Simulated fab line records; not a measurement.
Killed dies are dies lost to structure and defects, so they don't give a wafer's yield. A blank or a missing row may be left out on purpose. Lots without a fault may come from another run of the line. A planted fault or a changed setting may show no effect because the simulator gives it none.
Which tool did it? | flow sky130 | 18 wafers from 6 lots sampled at 3 of the route's 708 steps

## WHAT EACH GAUGE READ, for each wafer
SKY_VIA1_RS_MEAS_22: the measuring method here is four-point-probe.
lot  | measured     | on           | VIA1_W_RS (ohm/sq)
L734 | day 34 17:13 | filmMetro-04 | 0.425 0.427 0.426
L738 | day 36 06:45 | filmMetro-04 | 0.428 0.435 0.433
L740 | day 36 16:44 | filmMetro-04 | 0.425 0.423 0.428
L742 | day 37 16:10 | filmMetro-04 | 0.436 0.434 0.439
L746 | day 38 17:10 | filmMetro-04 | 0.418 0.421 0.430
L754 | day 40 20:55 | filmMetro-03 | 0.434 0.437 0.433

## EACH LOT AND THE TOOL THAT RAN IT (in order: tool; ch and the chambers of the sampled wafers; start)
lot  | SKY_GATE_OXIDE_CLEAN_00        | SKY_CONTACT_ETCH_17
L734 | wetBench-04 ch 3, day 13 10:25 | rieDiel-01 ch 0,1,2, day 32 06:49
L738 | wetBench-04 ch 0, day 14 21:40 | rieDiel-02 ch 1,3, day 33 21:24
L740 | wetBench-02 ch 3, day 15 10:19 | rieDiel-01 ch 1,2,3, day 34 07:23
L742 | wetBench-03 ch 3, day 16 08:25 | rieDiel-01 ch 0,1, day 35 07:03
L746 | wetBench-02 ch 0, day 17 13:24 | rieDiel-02 ch 1,2,3, day 36 09:07
L754 | wetBench-04 ch 2, day 20 09:39 | rieDiel-01 ch 0,1,2, day 38 15:00
- SKY_GATE_OXIDE_CLEAN_00: cleans in SC1/SC2, time 150 s.
- SKY_CONTACT_ETCH_17: etches SiO2 in C4F8/O2/Ar, stops on Si3N4, target depth 340 nm.

## THE ANSWER, worked out from the rows above alone
Rule: the usual values come from the lots themselves. The widest of any qualifying gaps counts: lots, ordered by their means at a reading, are off when they make up no more than a third of the lots, leave a main group of 4 or more, and stand apart from it by 3 or more times the standard deviation of that group's means. Not used: any main group whose means are identical at the precision the tables above print for the reading. A lot without any number at a reading at which 4 lots or more have one is off too. All remaining lots with rows at the step are treated as sound.
Nothing can be told from this: no lot is off at any reading shown.

## WHAT THE SIMULATOR PUT IN
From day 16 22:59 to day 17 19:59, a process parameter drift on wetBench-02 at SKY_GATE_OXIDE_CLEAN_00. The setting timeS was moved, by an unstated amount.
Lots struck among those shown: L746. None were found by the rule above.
